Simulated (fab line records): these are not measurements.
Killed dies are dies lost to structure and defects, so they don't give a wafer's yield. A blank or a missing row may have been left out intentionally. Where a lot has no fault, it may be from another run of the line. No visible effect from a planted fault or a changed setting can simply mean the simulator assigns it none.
Chamber matching :: flow sky130 :: 4 sister chambers for SKY_LI_CONTACT_CMP_02 on cmp-02
The step polishes PSG. 8 wafers are shown with their chamber, then 7 later ones without.

== EACH WAFER AND ITS CHAMBER ==
wafer: L282.5
chamber: 2
motorCurrentA (A): 11.7
timeToEndpointS (s): 35

wafer: L282.6
chamber: 1
motorCurrentA (A): 11.8
timeToEndpointS (s): 27

wafer: L285.4
chamber: 2
motorCurrentA (A): 11.4
timeToEndpointS (s): 34

wafer: L285.6
chamber: 3
motorCurrentA (A): 11.1
timeToEndpointS (s): 36

wafer: L286.1
chamber: 3
motorCurrentA (A): 10.3
timeToEndpointS (s): 34

wafer: L286.4
chamber: 1
motorCurrentA (A): 11.7
timeToEndpointS (s): 30

wafer: L287.4
chamber: 0
motorCurrentA (A): 12.7
timeToEndpointS (s): 30

wafer: L287.5
chamber: 0
motorCurrentA (A): 12.3
timeToEndpointS (s): 34

== WAFERS MISSING THEIR CHAMBER ==
wafer: L287.6
motorCurrentA (A): 11.6
timeToEndpointS (s): 27

wafer: L292.1
motorCurrentA (A): 10.6
timeToEndpointS (s): 36

wafer: L292.4
motorCurrentA (A): 11.7
timeToEndpointS (s): 27

wafer: L292.5
motorCurrentA (A): 10.1
timeToEndpointS (s): 36

wafer: L298.1
motorCurrentA (A): 11.6
timeToEndpointS (s): 32

wafer: L298.4
motorCurrentA (A): 12.1
timeToEndpointS (s): 33

wafer: L298.5
motorCurrentA (A): 12.0
timeToEndpointS (s): 38

== EACH ONE'S CHAMBER ==
wafer: L287.6
from the rows above: 1
in truth: 1

wafer: L292.1
from the rows above: 3
in truth: 3

wafer: L292.4
from the rows above: 1
in truth: 1

wafer: L292.5
from the rows above: 3
in truth: 3

wafer: L298.1
from the rows above: can't be placed: 2 or 1 or 0 or 3
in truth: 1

wafer: L298.4
from the rows above: can't be placed: 0 or 2 or 1
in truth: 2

wafer: L298.5
from the rows above: can't be placed: 2 or 0 or 3
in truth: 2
Correct placement for 4 of the 7. These rows do not allow placing 3 (true chamber among the candidates in 3). Placed wrongly: 0.
How it was worked out, from the rows above alone: a wafer's distance from a chamber is the root of the sum, over the readings, of the square of ((its reading less the chamber's mean) divided by the reading's scatter). The wafer belongs to the nearest chamber; if the next one is less than 2 further off, it can't be placed. Each chamber's mean is taken over the wafers shown for it. The scatter: the root of (the sum of the squares of (reading less its chamber's mean) over the shown wafers, divided by (wafers less chambers)).
